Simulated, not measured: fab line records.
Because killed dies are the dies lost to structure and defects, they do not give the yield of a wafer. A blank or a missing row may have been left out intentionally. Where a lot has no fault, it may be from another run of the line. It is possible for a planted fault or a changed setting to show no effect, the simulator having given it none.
Struck lot and sound lot, side by side ; flow sky130 ; 15 steps out of a route of 708
Sound: the wafers L685.1, L685.2, L685.5. Struck: wafers L695.3, L695.5, L695.6. At the end, the cause is stated.
Order at every step that has rows: each side's tool, ch and its chambers, its first start. Under that, the readings that differ: sound wafers ; struck wafers ; difference of the means ; sigmas: that difference in standard deviations of wafers without a fault.
alike: a reading whose means differ by less than 2 such deviations, as well as words and numbers matching on both sides. not compared: withheld readings; readings where some wafer has no value; bounds like >300 that might hide an equal value; numbers whose values overlap and for which the record gives no deviation.
Wherever a step has rows on one side only, a row that says differs or no value, or a row with sigmas, the two part there. Non-overlapping numbers with no deviation appear without sigmas and do not part them. A reading missing from all wafers of one side parts the sides only when that side holds two or more wafers.

SKY_METAL2_THK_MEAS_06: measures by xrf.
  sound on film metro-02 at day 37 01:55; struck on film metro-03 at day 39 15:57
  alike: METAL2_ALCU_THK
then, 8 steps without rows for these wafers: SKY_METAL2_DEHYDRATE_07 (time 60 s); SKY_METAL2_HMDS_08 (prime time 60 s); SKY_METAL2_COAT_09 (resist thk 60 nm); SKY_METAL2_COAT_10 (resist thk 450 nm); SKY_METAL2_SOFTBAKE_11 (time 90 s); SKY_METAL2_EXPOSE_12 (exposes mask MM2, target cd 140 nm); SKY_METAL2_PEB_13; SKY_METAL2_DEVELOP_14 (develop time 60 s).
SKY_METAL2_CD_MEAS_15 targets a cd of 140 nm.
  sound on cd sem-02 at day 38 03:28; struck on cd sem-02 at day 40 16:15
  alike: cd nm
SKY_METAL2_OVL_MEAS_16:
  sound on overlay-02 at day 38 03:35; struck on overlay-02 at day 40 16:20
  alike: METAL2_OVL
SKY_METAL2_DESCUM_17: chemistry O2, time 8 s.
  sound on rie metal-01 ch 0,1, day 38 03:37; struck on rie metal-01 ch 0,1, day 40 16:22
  alike: drypump motor current A, oes product au, rf fwd power W
  not compared: rf hours counter h
SKY_METAL2_ETCH_18: etches BARC in N2/H2, stops on SiO2, time 45.9 s, target depth 60 nm.
  sound on rie metal-01 ch 0,1, day 38 03:38; struck on rie metal-01 ch 0,1, day 40 16:25
reading;sound;struck;difference;sigmas
rf fwd power W (W);492.3 492.7 496.0;416.4 419.6 416.2;-76.3;-28
model.KrF-thick_of_METAL2_COAT_10.thk nm (nm);393.3 393.4 394.9;402.1 399.7 400.8;+7.0;
  alike: drypump motor current A, oes product au, throttle valve pct
  not compared: rf hours counter h
SKY_METAL2_METAL_ETCH_19: etches the open film in Cl2/BCl3, stops on SiO2, target depth 360 nm, time 78 s.
  sound on rie metal-01 ch 0,1, day 38 03:43; struck on rie metal-01 ch 0,1, day 40 16:29
  alike: bcl3 flow sccm, drypump motor current A, oes product au, rf fwd power W, throttle valve pct
  not compared: rf hours counter h
-- the record jumps here: 9 days lie between the struck wafers' starts before and after (it left off in module METAL2 and takes up again in module PAD_OPEN, whose first step shown is number 708 of the route) --
SKY_PAD_OPEN_PROBE_99:
  sound on prober-02 at day 48 02:45; struck on prober-02 at day 49 22:23
  alike: defect limited yield, killed_at_M0_to_M3, killed_at_M4_up, killed at contacts, killed at front end, killed at other, killed dies, killed open, killed short, sort_bin_3_pad_short, sort_bin_5_function, sort_bin_6_memory, sort n pass, sort yield pct

== WHERE THEY PART ==
Within this record, at SKY_METAL2_ETCH_18 only. Later steps at which nothing parts them and some readings are alike: SKY_METAL2_METAL_ETCH_19, SKY_PAD_OPEN_PROBE_99.

WHY: what had been put in by the simulator
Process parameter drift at SKY_METAL2_ETCH_18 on rie metal-01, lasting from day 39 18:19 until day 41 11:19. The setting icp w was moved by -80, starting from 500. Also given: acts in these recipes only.
